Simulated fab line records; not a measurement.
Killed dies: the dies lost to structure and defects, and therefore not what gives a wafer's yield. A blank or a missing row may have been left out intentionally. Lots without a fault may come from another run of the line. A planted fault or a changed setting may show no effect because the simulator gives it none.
Which tool did it? | flow sky130 | 39 wafers from 13 lots sampled at 5 of the route's 708 steps

== WHAT THE GAUGES SHOWED, per wafer ==
No reading from a measuring or inspecting step in the record can be judged against a usual standard deviation.

== EACH LOT AND THE TOOL THAT RAN IT (in order: tool; ch and the chambers of the sampled wafers; start) ==
lot  | SKY_METAL1_SPUTTER_01        | SKY_METAL1_SPUTTER_04        | SKY_METAL1_SOFTBAKE_11            | SKY_METAL1_DESCUM_17              | SKY_PAD_OPEN_PROBE_99
L564 | pvd_sputter-04, day 31 07:17 | pvd_sputter-04, day 31 07:21 | litho_track-03 ch 0, day 31 21:00 | rie_metal-01 ch 1, day 32 10:56   | -
L566 | pvd_sputter-01, day 31 22:42 | pvd_sputter-01, day 31 22:46 | litho_track-03 ch 0, day 32 12:00 | rie_metal-01 ch 0,1, day 33 02:17 | -
L568 | pvd_sputter-02, day 32 17:11 | pvd_sputter-02, day 32 17:15 | litho_track-02 ch 0, day 33 07:00 | rie_metal-02 ch 0,1, day 33 20:09 | -
L569 | pvd_sputter-02, day 33 09:47 | pvd_sputter-02, day 33 09:50 | litho_track-01 ch 0, day 33 23:00 | rie_metal-02 ch 0,1, day 34 12:37 | -
L572 | pvd_sputter-02, day 34 09:16 | pvd_sputter-02, day 34 09:20 | litho_track-01 ch 0, day 34 22:00 | rie_metal-03 ch 0,1, day 35 14:32 | -
L571 | pvd_sputter-02, day 34 14:58 | pvd_sputter-02, day 34 15:02 | litho_track-01 ch 0, day 35 05:00 | rie_metal-02 ch 1, day 35 18:20   | prober-01, day 48 02:20
L573 | pvd_sputter-04, day 34 17:35 | pvd_sputter-04, day 34 17:39 | litho_track-01 ch 0, day 35 07:00 | rie_metal-01 ch 0,1, day 35 20:23 | -
L574 | pvd_sputter-04, day 35 03:08 | pvd_sputter-04, day 35 03:12 | litho_track-02 ch 0, day 35 16:00 | rie_metal-02 ch 1, day 36 05:04   | -
L576 | pvd_sputter-02, day 35 19:08 | pvd_sputter-02, day 35 19:12 | litho_track-03 ch 0, day 36 08:00 | rie_metal-01 ch 0,1, day 36 21:02 | -
L577 | pvd_sputter-04, day 35 20:22 | pvd_sputter-04, day 35 20:26 | litho_track-03 ch 0, day 36 08:00 | rie_metal-02 ch 0,1, day 36 22:13 | -
L582 | pvd_sputter-01, day 37 15:59 | pvd_sputter-01, day 37 16:02 | litho_track-01 ch 0, day 38 04:00 | rie_metal-02 ch 1, day 38 17:53   | -
L586 | pvd_sputter-02, day 38 13:02 | pvd_sputter-02, day 38 13:05 | litho_track-01 ch 0, day 39 02:00 | rie_metal-02 ch 0,1, day 39 15:02 | -
L587 | pvd_sputter-01, day 38 16:13 | pvd_sputter-01, day 38 16:17 | litho_track-02 ch 0, day 39 05:00 | rie_metal-03 ch 1, day 39 17:20   | -
- SKY_METAL1_SPUTTER_01: material TiN, target thk 20 nm, time 16.7 s.
- SKY_METAL1_SPUTTER_04: material TiN, target thk 70 nm, time 58.3 s.
- SKY_METAL1_SOFTBAKE_11: time 90 s.
- SKY_METAL1_DESCUM_17: chemistry O2, time 8 s.
- SKY_PAD_OPEN_PROBE_99

== WHAT THE TOOLS THEMSELVES READ (means of the sampled wafers that have a number; where no wafer has one, the mark that the record gives instead) ==
SKY_METAL1_SPUTTER_01. Usual: chamber_pressure_pa 0.4000 Pa, standard deviation 0.00073; throttle_valve_pct 29.9 %, standard deviation 1.1.
lot  | tool           | chamber_pressure_pa (Pa) | throttle_valve_pct (%) | flag
L564 | pvd_sputter-04 | 0.3995                   | 30.2                   |
L566 | pvd_sputter-01 | 0.4002                   | 31.1                   |
L568 | pvd_sputter-02 | 0.4003                   | 29.1                   |
L569 | pvd_sputter-02 | 0.3999                   | 29.2                   |
L572 | pvd_sputter-02 | 0.4000                   | 29.2                   |
L571 | pvd_sputter-02 | 0.4010                   | 29.6                   |
L573 | pvd_sputter-04 | 0.4000                   | 29.8                   |
L574 | pvd_sputter-04 | 0.3991                   | 29.9                   |
L576 | pvd_sputter-02 | 0.3999                   | 29.1                   |
L577 | pvd_sputter-04 | 0.4005                   | 30.1                   |
L582 | pvd_sputter-01 | 0.4004                   | 31.9                   |
L586 | pvd_sputter-02 | 0.4003                   | 28.4                   |
L587 | pvd_sputter-01 | 0.4003                   | 30.4                   |

SKY_METAL1_SPUTTER_04. Usual: chamber_pressure_pa 0.4001 Pa, standard deviation 0.00084; throttle_valve_pct 29.9 %, standard deviation 1.1.
lot  | tool           | chamber_pressure_pa (Pa) | throttle_valve_pct (%) | flag
L564 | pvd_sputter-04 | 0.4001                   | 30.3                   |
L566 | pvd_sputter-01 | 0.4013                   | 31.0                   |
L568 | pvd_sputter-02 | 0.4001                   | 29.0                   |
L569 | pvd_sputter-02 | 0.4003                   | 29.3                   |
L572 | pvd_sputter-02 | 0.4006                   | 29.1                   |
L571 | pvd_sputter-02 | 0.4005                   | 29.7                   |
L573 | pvd_sputter-04 | 0.4000                   | 29.8                   |
L574 | pvd_sputter-04 | 0.4005                   | 29.9                   |
L576 | pvd_sputter-02 | 0.4001                   | 29.2                   |
L577 | pvd_sputter-04 | 0.3996                   | 29.9                   |
L582 | pvd_sputter-01 | 0.4004                   | 32.0                   |
L586 | pvd_sputter-02 | 0.3999                   | 28.4                   |
L587 | pvd_sputter-01 | 0.3998                   | 30.4                   |

SKY_METAL1_SOFTBAKE_11. Usual: exhaust_pa 45.0 Pa, standard deviation 0.99; heater_power_total_W 57.37 W, standard deviation 0.12; plate_temp_C 100.01 C, standard deviation 0.13.
lot  | tool           | exhaust_pa (Pa) | heater_power_total_W (W) | plate_temp_C (C) | flag
L564 | litho_track-03 | 44.4            | 57.31                    | 100.01           |
L566 | litho_track-03 | 43.8            | 57.31                    | 100.06           |
L568 | litho_track-02 | 45.5            | 57.30                    | 99.82            |
L569 | litho_track-01 | 45.4            | 57.23                    | 100.03           |
L572 | litho_track-01 | 44.1            | 57.38                    | 99.94            |
L571 | litho_track-01 | 45.4            | 57.34                    | 100.21           |
L573 | litho_track-01 | 44.4            | 57.34                    | 99.90            |
L574 | litho_track-02 | 46.3            | 57.35                    | 99.98            |
L576 | litho_track-03 | 44.4            | 57.33                    | 99.95            |
L577 | litho_track-03 | 44.5            | 57.36                    | 99.97            |
L582 | litho_track-01 | 45.9            | 61.05                    | 104.55           | OFF
L586 | litho_track-01 | 45.3            | 61.02                    | 104.69           | OFF
L587 | litho_track-02 | 44.1            | 57.37                    | 100.31           |

SKY_METAL1_DESCUM_17. Usual: drypump_motor_current_A 5.7 A, standard deviation 0.43; oes_product_au 0.999 a.u., standard deviation 0.0083.
lot  | tool         | drypump_motor_current_A (A) | oes_product_au (a.u.) | flag
L564 | rie_metal-01 | 4.9                         | 0.990                 |
L566 | rie_metal-01 | 5.2                         | 0.995                 |
L568 | rie_metal-02 | 6.1                         | 1.004                 |
L569 | rie_metal-02 | 6.1                         | 1.007                 |
L572 | rie_metal-03 | 5.6                         | 1.004                 |
L571 | rie_metal-02 | 6.1                         | 1.001                 |
L573 | rie_metal-01 | 5.5                         | 1.001                 |
L574 | rie_metal-02 | 6.1                         | 1.014                 |
L576 | rie_metal-01 | 5.2                         | 0.994                 |
L577 | rie_metal-02 | 6.1                         | 0.990                 |
L582 | rie_metal-02 | 6.1                         | 1.001                 |
L586 | rie_metal-02 | 6.1                         | 0.995                 |
L587 | rie_metal-03 | 5.4                         | 0.996                 |

SKY_PAD_OPEN_PROBE_99. Usual: killed_at_M0_to_M3 45, standard deviation 6.9; killed_at_M4_up 3.0, standard deviation 1.7; killed_at_contacts 25, standard deviation 5.6; killed_at_front_end 15, standard deviation 4.2; killed_at_other 0.3, standard deviation 0.55; killed_dies 89, standard deviation 9.6; killed_open 49, standard deviation 7.2; killed_short 39, standard deviation 6.5.
lot  | tool      | killed_at_M0_to_M3 | killed_at_M4_up | killed_at_contacts | killed_at_front_end | killed_at_other | killed_dies | killed_open | killed_short | flag
L571 | prober-01 | 49                 | 1.0             | 20                 | 10                  | 0.0             | 80          | 49          | 31           |

== THE ANSWER, worked out from the rows above alone ==
Rule: a lot is off if the mean of its wafers that have a number lies more than 3 standard deviations from the usual mean. A lot without any number at a reading at which 4 lots or more have one is off too. All remaining lots with rows at the step are treated as sound. After the gauges, taken in route order, come the tools' own readings; for these a lot's mean is taken, as printed above. At the first step where some lot is off, the reading lying furthest off is the one used; lots without a number count as furthest.
Off, at SKY_METAL1_SOFTBAKE_11 on plate_temp_C: L582, L586.
A tool fits if, at that step or a process step before it, it ran every lot that is off, and no sound lot after the first of them. One fits: litho_track-01 at SKY_METAL1_SOFTBAKE_11. A fault onset in the window from L573 (day 35 07:00, its last sound lot) to L582 (day 38 04:00, its first lot off) fits.
The tool's own readings at SKY_METAL1_SOFTBAKE_11 bear it out: on the lots that are off they differ by more than 5 times the standard deviation of the sound lots' means. heater_power_total_W reads 61.03 W there against 57.33 W on the sound lots; plate_temp_C reads 104.62 C there against 100.02 C on the sound lots.

== WHAT THE SIMULATOR HAD INSERTED ==
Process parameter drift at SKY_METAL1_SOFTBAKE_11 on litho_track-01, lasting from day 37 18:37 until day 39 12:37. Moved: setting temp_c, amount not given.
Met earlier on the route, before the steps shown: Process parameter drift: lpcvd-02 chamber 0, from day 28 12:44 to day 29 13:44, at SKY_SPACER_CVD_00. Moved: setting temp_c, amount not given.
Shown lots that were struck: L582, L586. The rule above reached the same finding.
